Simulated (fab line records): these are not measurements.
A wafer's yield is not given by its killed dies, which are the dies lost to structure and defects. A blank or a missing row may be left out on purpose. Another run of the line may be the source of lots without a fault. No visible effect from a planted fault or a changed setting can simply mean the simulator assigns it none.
fab line records	flow gf180mcu
record lots=13	wafers=37	last-day=34
route steps=602 shown STI@23 PSD@261 NSD@262 CONTACT@305 V1@350
lots untouched by any fault: they come from a run of this same line in which no faults occurred
start-h: hours from the record's first day to the start of the lot's first wafer shown	wait-h: how many hours have passed since the lot's step before this one	" identical to the entry in the row above	L1.1+2: a single row standing in for several wafers	- either no value or no given start	* or withheld: withheld	< > ~ a bound
route shown NAME@n: a module of which the file shows steps, and the number in the route of the first	usual: mean/standard deviation taken from wafers without a fault	same: alike in all rows	chamber/n: place in a boat	sites: the reading at each site	_std_site: the standard deviation of these	_edge_site: mean of outer sites minus mean of inner sites	radius-mm: for every site, how far away it sits from the centre of the wafer	mask NAME#n: copy n	behind: tool/chamber where the wafer was last shaped	hold: the reason the lot was held/the length of the hold in hours/how it ended	device: whichever transistor did not switch (one of n, p or np)	end of line: the tests these same wafers got at the end of their route	where a step has no rows: the recipe by itself	killed: dies that structure and defects cost at the first sort, which is not the same as the wafer's yield	map: a wafer's dies, x killed, . not, _ none there
set.NAME: setting as actually run; set.NAME@STEP: the setting as run at that earlier step	model.NAME: the simulator's own value behind a step, which no gauge read
a sample of lots followed through the steps of the route, with each step as a table and each wafer as a row
services: a tool's chamber out of use, with start hour (start-h, from the record's first day; less than 0 if before it), hours out, and reason
## steps
# step GF_STI_THK_MEAS_22
# recipe reads=SiO2_of_STI_OXIDATION_21
# usual STI_OXIDATION_01_THK=15.12/0.25
lot.wafer	tool	chamber	start-h	wait-h	STI_OXIDATION_01_THK[nm]
L774.1	film-metro-01	-	27.88	0.0	14.72
L774.2	"	-	"	"	14.99
L774.3	"	-	"	"	14.98
L776.1	film-metro-01	-	38.55	0.0	14.96
L776.2	"	-	"	"	15.12
L776.4	"	-	"	"	15.01
L778.1	film-metro-04	-	48.46	0.0	14.90
L778.3	"	-	"	"	14.75
L778.6	"	-	"	"	14.94
L779.1	film-metro-03	-	52.64	0.0	15.04
L779.4	"	-	"	"	14.87
L779.5	"	-	"	"	15.23
L780.3	film-metro-01	-	58.83	0.0	14.98
L780.4	"	-	"	"	15.08
L780.6	"	-	"	"	15.04
L782.2	film-metro-01	-	68.52	0.0	15.56
L782.3	"	-	"	"	15.73
L782.5	"	-	"	"	15.79
L783.1	film-metro-01	-	73.55	0.0	15.25
L783.3	"	-	"	"	15.25
L783.5	"	-	"	"	15.42
L784.3	film-metro-03	-	78.55	0.0	15.21
L784.6	"	-	"	"	15.08
L785.1	film-metro-01	-	85.55	0.0	15.02
L785.3	"	-	"	"	15.21
L793.1	film-metro-03	-	125.42	0.0	15.28
L793.3	"	-	"	"	15.35
L793.4	"	-	"	"	15.68
L794.1	film-metro-04	-	132.14	0.0	15.01
L794.2	"	-	"	"	15.24
L794.5	"	-	"	"	15.06
L795.1	film-metro-01	-	138.35	0.0	15.24
L795.4	"	-	"	"	15.08
L795.5	"	-	"	"	15.40
L797.1	film-metro-01	-	146.51	0.0	15.15
L797.4	"	-	"	"	15.29
L797.5	"	-	"	"	15.11
# step GF_PSD_RTA_13
# recipe temp-c=1025	time-s=20	ambient=N2
# usual lamp-power-pct=30.3/0.62	run-length-s=48.5/0.46	wafer_temp_C_max=1032.7/2.5
lot.wafer	tool	chamber	start-h	wait-h	lamp-power-pct	run-length-s	wafer_temp_C_max
L774.1	rtp-anneal-02	0	316.15	0.0	30.0	48.5	1034.5
L774.2	"	0	"	"	30.0	48.6	1033.4
L774.3	"	0	"	"	30.0	48.3	1033.2
L776.1	rtp-anneal-02	0	332.95	0.0	30.0	48.5	1032.4
L776.2	"	0	"	"	30.0	48.4	1033.6
L776.4	"	0	"	"	30.0	48.2	1032.8
L778.1	rtp-anneal-02	0	347.05	0.0	30.0	48.2	1035.3
L778.3	"	0	"	"	29.9	48.2	1031.3
L778.6	"	0	"	"	30.0	48.2	1036.6
L779.1	rtp-anneal-02	0	353.35	0.0	30.0	48.3	1034.7
L779.4	"	0	"	"	30.0	48.4	1033.8
L779.5	"	0	"	"	30.0	48.7	1033.4
L780.3	rtp-anneal-02	0	364.17	0.0	30.0	48.5	1035.4
L780.4	"	0	"	"	30.0	48.3	1035.7
L780.6	"	0	"	"	30.0	48.3	1032.6
L782.2	rtp-anneal-02	0	380.11	0.0	29.9	48.4	1033.2
L782.3	"	0	"	"	30.0	48.3	1032.7
L782.5	"	0	"	"	29.9	48.5	1033.5
L783.1	rtp-anneal-02	0	388.67	0.0	30.0	48.5	1033.8
L783.3	"	0	"	"	29.9	41.8	1035.0
L783.5	"	0	"	"	30.0	48.3	1033.1
L784.3	rtp-anneal-02	0	397.75	0.0	29.9	41.7	1033.2
L784.6	"	0	"	"	29.8	41.9	1032.7
L785.1	rtp-anneal-02	0	405.54	0.0	30.0	48.6	1032.6
L785.3	"	0	"	"	29.8	42.0	1034.5
L793.1	rtp-anneal-02	0	475.64	0.0	30.0	48.4	1031.9
L793.3	"	0	"	"	30.0	48.3	1032.0
L793.4	"	0	"	"	30.0	48.3	1033.1
L794.1	rtp-anneal-02	0	486.02	0.0	30.0	48.7	1033.3
L794.2	"	0	"	"	30.0	48.5	1035.7
L794.5	"	0	"	"	29.9	48.5	1034.1
L795.1	rtp-anneal-02	0	501.29	0.0	30.0	48.7	1033.4
L795.4	"	0	"	"	30.0	48.4	1033.4
L795.5	"	0	"	"	30.0	48.3	1033.9
L797.1	rtp-anneal-02	0	510.88	0.0	30.0	48.3	1033.4
L797.4	"	0	"	"	30.0	48.6	1034.1
L797.5	"	0	"	"	30.0	48.4	1034.2
# step GF_PSD_RS_MEAS_14
# recipe thk-meas-gauge=four-point-probe
# usual NSD_RS=46.16/0.097
lot.wafer	tool	chamber	start-h	wait-h	NSD_RS[ohm/sq]
L774.1	film-metro-04	-	316.24	0.1	46.13
L774.2	"	-	"	"	46.29
L774.3	"	-	"	"	46.24
L776.1	film-metro-01	-	333.12	0.2	46.15
L776.2	"	-	"	"	46.33
L776.4	"	-	"	"	46.21
L778.1	film-metro-04	-	347.13	0.1	46.00
L778.3	"	-	"	"	46.05
L778.6	"	-	"	"	46.05
L779.1	film-metro-02	-	353.43	0.1	46.19
L779.4	"	-	"	"	46.35
L779.5	"	-	"	"	46.15
L780.3	film-metro-01	-	364.27	0.1	46.04
L780.4	"	-	"	"	45.98
L780.6	"	-	"	"	46.08
L782.2	film-metro-01	-	380.20	0.1	46.28
L782.3	"	-	"	"	46.16
L782.5	"	-	"	"	46.09
L783.1	film-metro-01	-	388.76	0.1	46.16
L783.3	"	-	"	"	47.98
L783.5	"	-	"	"	46.20
L784.3	film-metro-01	-	397.85	0.1	47.86
L784.6	"	-	"	"	47.97
L785.1	film-metro-04	-	405.62	0.1	46.14
L785.3	"	-	"	"	47.95
L793.1	film-metro-02	-	475.72	0.1	46.19
L793.3	"	-	"	"	46.17
L793.4	"	-	"	"	46.14
L794.1	film-metro-04	-	486.11	0.1	46.09
L794.2	"	-	"	"	46.19
L794.5	"	-	"	"	46.14
L795.1	film-metro-01	-	501.37	0.1	46.18
L795.4	"	-	"	"	46.27
L795.5	"	-	"	"	46.24
L797.1	film-metro-02	-	510.96	0.1	45.94
L797.4	"	-	"	"	45.96
L797.5	"	-	"	"	46.10
# step GF_PSD_RS_MEAS_15
# recipe thk-meas-gauge=four-point-probe
# usual PSD_RS=108.6/0.32
lot.wafer	tool	chamber	start-h	wait-h	PSD_RS[ohm/sq]
L774.1	film-metro-04	-	316.36	0.1	108.6
L774.2	"	-	"	"	108.7
L774.3	"	-	"	"	108.9
L776.1	film-metro-01	-	333.24	0.1	108.8
L776.2	"	-	"	"	108.8
L776.4	"	-	"	"	108.8
L778.1	film-metro-04	-	347.25	0.1	108.1
L778.3	"	-	"	"	108.6
L778.6	"	-	"	"	108.6
L779.1	film-metro-02	-	353.55	0.1	109.1
L779.4	"	-	"	"	108.8
L779.5	"	-	"	"	108.4
L780.3	film-metro-01	-	364.39	0.1	108.5
L780.4	"	-	"	"	108.5
L780.6	"	-	"	"	108.4
L782.2	film-metro-01	-	380.32	0.1	108.7
L782.3	"	-	"	"	108.7
L782.5	"	-	"	"	108.6
L783.1	film-metro-01	-	388.88	0.1	108.7
L783.3	"	-	"	"	113.8
L783.5	"	-	"	"	108.9
L784.3	film-metro-01	-	397.97	0.1	113.9
L784.6	"	-	"	"	113.3
L785.1	film-metro-04	-	405.74	0.1	108.5
L785.3	"	-	"	"	114.0
L793.1	film-metro-02	-	475.84	0.1	108.8
L793.3	"	-	"	"	108.6
L793.4	"	-	"	"	108.7
L794.1	film-metro-04	-	486.23	0.1	108.8
L794.2	"	-	"	"	108.9
L794.5	"	-	"	"	108.4
L795.1	film-metro-01	-	501.49	0.1	108.7
L795.4	"	-	"	"	108.7
L795.5	"	-	"	"	108.8
L797.1	film-metro-02	-	511.08	0.1	107.6
L797.4	"	-	"	"	108.0
L797.5	"	-	"	"	108.0
# step GF_CONTACT_STRIP_18
# recipe chemistry=O2/N2	power-w=1400	pressure-mtorr=1500	platen-temp-c=250	o2-flow-sccm=3000	n2-flow-sccm=300	overash-fraction=0.5
# usual drypump-motor-current-A=5.5/0.46	heater-power-w=325/32	oes-product-au=0.581/0.0052
lot.wafer	tool	chamber	start-h	wait-h	drypump-motor-current-A	heater-power-w	oes-product-au	rf-hours-counter-h
L774.1	plasma-asher-02	0	360.05	-	5.2	316	0.581	26
L774.2	"	1	"	"	6.6	294	0.581	26
L774.3	"	1	"	"	6.6	293	0.572	-
L776.1	plasma-asher-01	1	378.22	-	5.0	300	0.591	58
L776.2	"	0	"	"	5.6	384	0.578	58
L776.4	"	0	"	"	5.6	374	0.585	-
L778.1	plasma-asher-03	0	393.49	-	5.8	357	0.585	73
L778.3	"	0	"	"	5.8	348	0.585	-
L778.6	"	1	"	"	5.1	290	0.584	-
L779.1	plasma-asher-03	1	401.40	-	5.1	289	0.584	74
L779.4	"	0	"	"	5.8	346	0.587	-
L779.5	"	0	"	"	5.8	356	0.578	-
L780.3	plasma-asher-01	0	413.08	-	5.6	367	0.589	-
L780.4	"	1	"	"	5.0	303	0.584	-
L780.6	"	1	"	"	5.0	309	0.587	-
L782.2	plasma-asher-02	1	428.55	-	6.6	297	0.582	34
L782.3	"	0	"	"	5.3	320	0.580	-
L782.5	"	0	"	"	5.3	323	0.579	-
L783.1	plasma-asher-01	0	438.59	-	5.6	371	0.587	64
L783.3	"	1	"	"	5.0	309	0.578	-
L783.5	"	1	"	"	5.0	302	0.584	-
L784.3	plasma-asher-01	0	447.78	-	5.6	372	0.572	-
L784.6	"	0	"	"	5.6	364	0.586	-
L785.1	plasma-asher-03	1	454.92	-	5.1	280	0.586	79
L785.3	"	0	"	"	5.8	349	0.587	-
L793.1	plasma-asher-01	0	524.09	-	5.6	367	0.576	74
L793.3	"	0	"	"	5.6	376	0.577	-
L793.4	"	1	"	"	5.0	305	0.578	-
L794.1	plasma-asher-02	0	534.96	-	5.3	329	0.580	45
L794.2	"	1	"	"	6.6	300	0.571	45
L794.5	"	0	"	"	5.3	324	0.582	-
L795.1	plasma-asher-03	1	548.59	-	5.0	287	0.569	88
L795.4	"	0	"	"	5.8	347	0.583	-
L795.5	"	0	"	"	5.8	344	0.581	-
L797.1	plasma-asher-02	0	559.09	-	5.3	319	0.586	48
L797.4	"	1	"	"	6.6	293	0.577	-
L797.5	"	0	"	"	5.3	313	0.587	-
# step GF_V1_OVL_MEAS_15
# usual V1_OVL=-2/4.9
lot.wafer	tool	chamber	start-h	wait-h	V1_OVL[nm]
L774.1	overlay-01	-	407.95	0.1	-6
L774.2	"	-	"	"	-6
L774.3	"	-	"	"	-9
L776.1	overlay-01	-	427.40	0.1	3
L776.2	"	-	"	"	-8
L776.4	"	-	"	"	-2
L778.1	overlay-01	-	443.09	0.1	0
L778.3	"	-	"	"	5
L778.6	"	-	"	"	0
L779.1	overlay-02	-	451.29	0.1	-11
L779.4	"	-	"	"	-7
L779.5	"	-	"	"	-10
L780.3	overlay-01	-	463.61	0.1	6
L780.4	"	-	"	"	2
L780.6	"	-	"	"	1
L782.2	overlay-02	-	479.45	0.1	6
L782.3	"	-	"	"	-5
L782.5	"	-	"	"	-5
L783.1	overlay-01	-	490.33	0.1	-4
L783.3	"	-	"	"	-8
L783.5	"	-	"	"	-9
L784.3	overlay-02	-	498.96	0.1	2
L784.6	"	-	"	"	6
L785.1	overlay-01	-	505.74	0.1	-7
L785.3	"	-	"	"	-1
L793.1	overlay-01	-	570.87	0.1	-1
L793.3	"	-	"	"	0
L793.4	"	-	"	"	-1
L794.1	overlay-02	-	581.04	0.1	0
L794.2	"	-	"	"	-3
L794.5	"	-	"	"	-5
L795.1	overlay-02	-	593.87	0.1	-8
L795.4	"	-	"	"	-4
L795.5	"	-	"	"	-2
L797.1	overlay-02	-	603.87	0.1	-1
L797.4	"	-	"	"	-2
L797.5	"	-	"	"	-8
## services
tool	chamber	start-h	hours	kind
plasma-asher-01	-	297.34	0.6	repair
plasma-asher-02	-	380.65	1.8	repair
plasma-asher-01	-	393.15	4.3	pm
plasma-asher-03	-	440.06	8.3	repair
rtp-anneal-02	-	446.46	5.2	pm
plasma-asher-01	-	548.18	0.7	repair
## key
first-sign step=GF_PSD_RTA_13	reading=run-length-s	direction=down	sigmas=15	usual=*	struck=*
effect step=GF_PSD_RS_MEAS_14	reading=NSD_RS	direction=up	sigmas=18	usual=46.16	struck=47.94
effect step=GF_PSD_RS_MEAS_15	reading=PSD_RS	direction=up	sigmas=16	usual=108.6	struck=113.8
met-at GF_PSD_RTA_13
struck-lots L783,L784,L785
struck-wafers L783.3,L784.3,L784.6,L785.3
tester-left-out L783,L784,L785
not-acting-at GF_STI_THK_MEAS_22,GF_CONTACT_STRIP_18,GF_V1_OVL_MEAS_15
onset-between 380.11 388.67
fault kind=process-parameter-drift	tool=rtp-anneal-02	chamber=-	onset-h=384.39	steps=GF_PSD_RTA_13	channel=time-s	offset=*	shape=step	end-h=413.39	scope=struck-wafers-only	acts-in=*	stated=*
# tester-left-out: of these lots the tester's yield and bins aren't shown, on N5 and GAA mostly nor the transistor test; their killed dies are dies lost to structure and defects alone, not to doping, threshold or leakage, so they don't give the yield
